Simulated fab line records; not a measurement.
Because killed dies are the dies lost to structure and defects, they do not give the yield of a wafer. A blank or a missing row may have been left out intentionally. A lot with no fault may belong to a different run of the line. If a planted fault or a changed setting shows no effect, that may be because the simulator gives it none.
A struck lot beside a sound one / flow gf180mcu / 16 steps out of a route of 602
Sound: the wafers L505.2, L505.4, L505.6. Struck: wafer L499.1 (L499.2, L499.3, from the same lot, were not struck and are left out); the cause is given at the end.
At each step with rows: each side's tool, then ch and its chambers, then its first start. Under that, the readings that differ: sound wafers / struck wafers / difference of the means / sigmas: that difference in standard deviations of wafers without a fault.
alike: words and numbers the same on both sides, and readings whose means are apart by under 2 such deviations; not compared: readings that were withheld, readings missing a value for some wafer, numbers with overlapping values and no deviation given by the record, and bounds like >300 which may hide the same value.
A row with sigmas, a row that says differs or no value, or rows on one side alone: a step with any of these is where the two part. When numbers do not overlap yet have no deviation, they are printed without sigmas and do not part them. A reading that every wafer of one side lacks parts them only if that side has two wafers or more.

first, 4 steps without rows for these wafers: GF_SAB_SOFTBAKE_05 (time 60 s); GF_SAB_EXPOSE_06 (exposes mask SAB, target cd 420 nm); GF_SAB_PEB_07; GF_SAB_DEVELOP_08 (develop time 60 s).
GF_SAB_CD_MEAS_09 targets a cd of 420 nm.
  sound: cd-sem-01 at day 21 18:43; struck: cd-sem-02 at day 19 16:23
  alike: cd-nm
GF_SAB_OVL_MEAS_10:
  sound: overlay-02 at day 21 18:49; struck: overlay-01 at day 19 16:31
  alike: SAB_OVL
GF_SAB_ETCH_11: etches SiO2 in C4F8/O2/Ar, target depth 55 nm, time 8.5 s.
  sound on rie-diel-02 ch 1,3, day 21 18:50; struck on rie-diel-01 ch 2, day 19 16:32
  alike: oes-product-au
  not compared: rf-hours-counter-h
then, 1 step without rows for these wafers: GF_SAB_WET_ETCH_12 (etches SiO2 in dHF, target depth 22 nm, time 440 s).
GF_SAB_STRIP_13: strips in O2/N2.
  sound on plasma-asher-02 ch 0,1, day 21 19:00; struck on plasma-asher-01 ch 1, day 19 16:43
  alike: drypump-motor-current-A, heater-power-w, oes-product-au, strip-time-to-endpoint-s
  not compared: rf-hours-counter-h
then, 2 steps without rows for these wafers: GF_SALICIDE_CLEAN_00 (cleans in SC1/SC2, time 150 s); GF_SALICIDE_WET_ETCH_01 (etches SiO2 in dHF, target depth 5 nm, time 100 s).
GF_SALICIDE_SPUTTER_02: material Co, target thk 10 nm, time 20 s.
  sound: pvd-sputter-03 at day 21 19:11; struck: pvd-sputter-03 at day 19 16:56
  alike: chamber-pressure-pa, throttle-valve-pct
GF_SALICIDE_SPUTTER_03: material TiN, target thk 20 nm, time 16.7 s.
  sound: pvd-sputter-03 at day 21 19:13; struck: pvd-sputter-03 at day 19 16:58
reading=model.TiN_of_SALICIDE_SPUTTER_03.thk-nm (nm); sound=20.12 20.03 19.92; struck=22; difference=+2; sigmas=
  alike: chamber-pressure-pa, throttle-valve-pct
GF_SALICIDE_RS_MEAS_04: a four-point-probe measurement.
  sound: film-metro-01 at day 21 19:16; struck: film-metro-04 at day 19 16:59
  alike: SALICIDE_TIN_RS
GF_SALICIDE_THK_MEAS_05: measures by xrf.
  sound: film-metro-01 at day 21 19:22; struck: film-metro-04 at day 19 17:06
reading=SALICIDE_TIN_THK (nm); sound=19.73 19.69 19.55; struck=21.77; difference=+2.11; sigmas=+10
GF_SALICIDE_RTA_06: time 30 s.
  sound on rtp-anneal-01 ch 0, day 21 19:26; struck on rtp-anneal-01 ch 0, day 19 17:10
  alike: lamp-power-pct, wafer_temp_C_max

== WHERE THEY PART ==
Only at GF_SALICIDE_THK_MEAS_05, as far as this record shows. Later steps at which nothing parts them and some readings are alike: GF_SALICIDE_RTA_06.

WHY: what the simulator had put in
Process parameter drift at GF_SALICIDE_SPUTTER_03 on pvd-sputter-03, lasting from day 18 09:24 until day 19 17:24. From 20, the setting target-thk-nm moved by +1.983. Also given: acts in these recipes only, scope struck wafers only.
